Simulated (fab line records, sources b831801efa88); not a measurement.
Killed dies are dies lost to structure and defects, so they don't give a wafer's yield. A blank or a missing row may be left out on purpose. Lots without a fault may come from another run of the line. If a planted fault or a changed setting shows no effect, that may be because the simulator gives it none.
A struck lot beside a sound one + flow gf180mcu + 15 out of 602 route steps
Sound: wafers L978.3, L978.5, L978.6. Struck: wafers L976.2, L976.3, L976.4. The cause is named last.
Order at every step that has rows: each side's tool, ch and its chambers, its first start. Under that, the readings that differ: sound wafers + struck wafers + difference of the means + sigmas: that difference in standard deviations of wafers without a fault.
alike: readings whose means differ by less than 2 such deviations, and words and numbers that are the same on both sides. not compared: withheld readings, readings that some wafer has no value for, bounds like >300 that may hide the same value, and numbers for which the record gives no deviation and whose values overlap.
The two part at a step that has a row with sigmas, a row that says differs or no value, or rows on one side only. Non-overlapping numbers with no deviation appear without sigmas and do not part them. Lack of a reading on every wafer of one side parts them only where that side has two or more wafers.

first, 6 steps without rows for these wafers: GF_SAB_HMDS_03 (prime time 60 s); GF_SAB_COAT_04 (resist thk 1000 nm); GF_SAB_SOFTBAKE_05 (time 60 s); GF_SAB_EXPOSE_06 (exposes mask SAB, target cd 420 nm); GF_SAB_PEB_07; GF_SAB_DEVELOP_08 (develop time 60 s).
GF_SAB_CD_MEAS_09 targets a cd of 420 nm.
  struck on cd_sem-01, day 20 18:56; sound on cd_sem-02, day 21 11:26
  alike: cd_nm
GF_SAB_OVL_MEAS_10:
  struck on overlay-02, day 20 19:02; sound on overlay-01, day 21 11:32
  alike: SAB_OVL
GF_SAB_ETCH_11: etches SiO2 in C4F8/O2/Ar, target depth 55 nm, time 8.5 s.
  sound on rie_diel-01 ch 1,2, day 21 11:34; struck on rie_diel-03 ch 0,1,2, day 20 19:04
  alike: bias_w, chamber_pressure_mTorr, oes_product_au
  not compared: rf_hours_counter_h
then, 1 step without rows for these wafers: GF_SAB_WET_ETCH_12 (etches SiO2 in dHF, target depth 22 nm, time 440 s).
GF_SAB_STRIP_13: strips in O2/N2.
  sound on plasma_asher-01 ch 0,1, day 21 11:54; struck on plasma_asher-02 ch 0,1, day 20 19:14
  alike: drypump_motor_current_A, heater_power_w, o2_flow_sccm, oes_product_au, strip_time_to_endpoint_s
  not compared: rf_hours_counter_h
then, 1 step without rows for these wafers: GF_SALICIDE_CLEAN_00 (cleans in SC1/SC2, time 150 s).
GF_SALICIDE_WET_ETCH_01: etches SiO2 in dHF, target depth 5 nm, time 100 s.
  sound on wet_bench-04 ch 0, day 21 12:01; struck on wet_bench-01 ch 3, day 20 19:24
  no value came back on the struck wafers for bath_heat_duty_pct (%), run_length_s (s); on the sound wafers bath_heat_duty_pct (%) reads 5.6 6.5 6.9
| reading                              | sound             | struck            | difference | sigmas |
|--------------------------------------|-------------------|-------------------|------------|--------|
| model.SiO2_of_SAB_CVD_00.thk_nm (nm) | 38.97 39.33 39.76 | 48.58 49.3 49.43  | +9.75      |        |
| model.SiO2_of_STI_CVD_23.thk_nm (nm) | 334.3 335.4 335   | 338.7 337.2 337.3 | +2.8       |        |
GF_SALICIDE_SPUTTER_02: material Co, target thk 10 nm, time 20 s.
  struck on pvd_sputter-04, day 20 19:26; sound on pvd_sputter-03, day 21 12:05
  alike: throttle_valve_pct
-- the record jumps here: 13 days lie between the struck wafers' starts before and after (it left off in module SALICIDE and takes up again in module PASSIVATION, whose first step shown is number 602 of the route) --
GF_PASSIVATION_PROBE_99:
  rows exist in the record for the struck wafers here (prober-01, day 33 10:25), but not for the sound ones

## WHERE THEY PART
Last at GF_PASSIVATION_PROBE_99 as far as this record goes, first at GF_SALICIDE_WET_ETCH_01.

WHY: what the simulator had put in
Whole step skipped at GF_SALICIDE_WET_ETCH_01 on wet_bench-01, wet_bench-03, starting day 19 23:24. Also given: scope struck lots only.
